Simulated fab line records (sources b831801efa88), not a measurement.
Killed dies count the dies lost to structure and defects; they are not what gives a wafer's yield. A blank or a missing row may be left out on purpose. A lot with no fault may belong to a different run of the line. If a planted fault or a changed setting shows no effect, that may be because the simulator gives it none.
Problem report, 8D (eight disciplines) form, completed by code | flow sky130 | the parts of the form that need people (team, actions taken, sign-off) are left out

## 1. THE ISSUE
killed_at_M0_to_M3 at SKY_PAD_OPEN_PROBE_99 reads a mean of 109 on 1 wafer of 1 lot; wafers without a fault read 42 with a standard deviation of 6.1. That is +11 standard deviations from the usual mean.
Earliest sighting: wafer L616.3 on prober-01 at day 50 16:16. The record holds 3 wafers of 1 lot with a number at this step. By rule, "out" or "out of limits" means more than 4 standard deviations away from the usual mean. Any other wafer with a number is counted as sound.

## 2. WHAT IT IS AND WHAT IT IS NOT
question                    | is                                                                                                                            | is not
which readings at this step | killed_at_M0_to_M3, defect_limited_yield, killed_dies, sort_bin_3_pad_short, sort_bin_5_function, sort_n_pass, sort_yield_pct | killed_at_M4_up, killed_at_contacts, killed_at_front_end, killed_at_other, killed_open, killed_short, sort_bin_6_memory
which lots                  | L616                                                                                                                          | -
which wafers of those lots  | L616.3                                                                                                                        | L616.4, L616.5
read on which tools         | prober-01                                                                                                                     | -
when                        | from day 50 16:16                                                                                                             | up to then (0 sound wafers); but 2 sound wafers of L616 came after

## 3. THE SUSPECTS, EACH WITH WHAT RULES IT OUT
Counting: a tool at a process step up to the reading stays a suspect if it ran every lot that is out. Sound lots after the first of them don't rule it out here, since some wafers of a struck lot are sound.
- pvd_sputter-01 at SKY_METAL2_SPUTTER_01 (material TiN, target thk 20 nm, time 16.7 s): kept. It ran the lot that is out, L616 (day 40 14:28).
- rie_diel-04 at SKY_VIA4_ETCH_12 (etches SiO2 in C4F8/O2/Ar, stops on TiN, target depth 580 nm): kept. It ran the lot that is out, L616 (day 48 08:12).
- rie_metal-04 at SKY_METAL5_DESCUM_14 (chemistry O2, time 11 s): kept. It ran the lot that is out, L616 (day 49 04:08).
- prober-01 at SKY_PAD_OPEN_PROBE_99: kept. It ran the lot that is out, L616 (day 50 16:16). On those wafers its own readings are out: defect_limited_yield, killed_at_M0_to_M3, killed_dies, sort_bin_3_pad_short, sort_bin_5_function, sort_n_pass, sort_yield_pct.
- At SKY_METAL5_DESCUM_14 on rie_metal-04, chamber 1 took the sound wafers of the same lots and chamber 0 took the wafers that are out.
Left after counting: pvd_sputter-01 at SKY_METAL2_SPUTTER_01, rie_diel-04 at SKY_VIA4_ETCH_12, rie_metal-04 at SKY_METAL5_DESCUM_14, prober-01 at SKY_PAD_OPEN_PROBE_99.

## 4. THE CAUSE (what the simulator had put in)
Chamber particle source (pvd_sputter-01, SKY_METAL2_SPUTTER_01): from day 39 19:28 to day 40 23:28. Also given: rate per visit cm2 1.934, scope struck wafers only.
Counting left 4 suspects, and this tool is among them.

## 5. THE EFFECT CHAIN, in route order
One row per reading whose mean, taken over the struck wafers that have a number, lies over 3 standard deviations from the usual. Scope: only readings with a usual standard deviation given in the record; hours: median across lots of the time from each lot's start at the first step in this table that gives one to its start at this step; sigmas: change in usual standard deviations.
hours | step                  | reading              | usual  | on struck wafers | change | sigmas
0     | SKY_PAD_OPEN_PROBE_99 | defect_limited_yield | 82.9 % | 70.7             | -12.2  | -7.2
0     | SKY_PAD_OPEN_PROBE_99 | killed_at_M0_to_M3   | 42     | 109              | +67    | +11
0     | SKY_PAD_OPEN_PROBE_99 | killed_dies          | 84     | 144              | +60    | +7.1
0     | SKY_PAD_OPEN_PROBE_99 | sort_bin_3_pad_short | 0.8 %  | 3.7              | +2.9   | +6.9
0     | SKY_PAD_OPEN_PROBE_99 | sort_bin_5_function  | 10.1 % | 18.7             | +8.6   | +6.1
0     | SKY_PAD_OPEN_PROBE_99 | sort_n_pass          | 408    | 348              | -60    | -7.1
0     | SKY_PAD_OPEN_PROBE_99 | sort_yield_pct       | 82.9 % | 70.7             | -12.2  | -7.2
The process steps in it:
- SKY_PAD_OPEN_PROBE_99

## 6. HOW IT WOULD HAVE BEEN CAUGHT EARLIER
First out-of-limits reading in this record: day 50 16:16, which is 261 hours after fault onset at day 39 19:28.
An alarm limit of 4 standard deviations would not have fired on the tool readings at SKY_METAL2_SPUTTER_01 for which the record gives a usual standard deviation, since none of them was out on any struck wafer.
By day 50 16:16 the whole set of lots that are out, 1 in number, had already begun SKY_METAL2_SPUTTER_01 on pvd_sputter-01. None of them would have been spared by holding the tool at that moment.
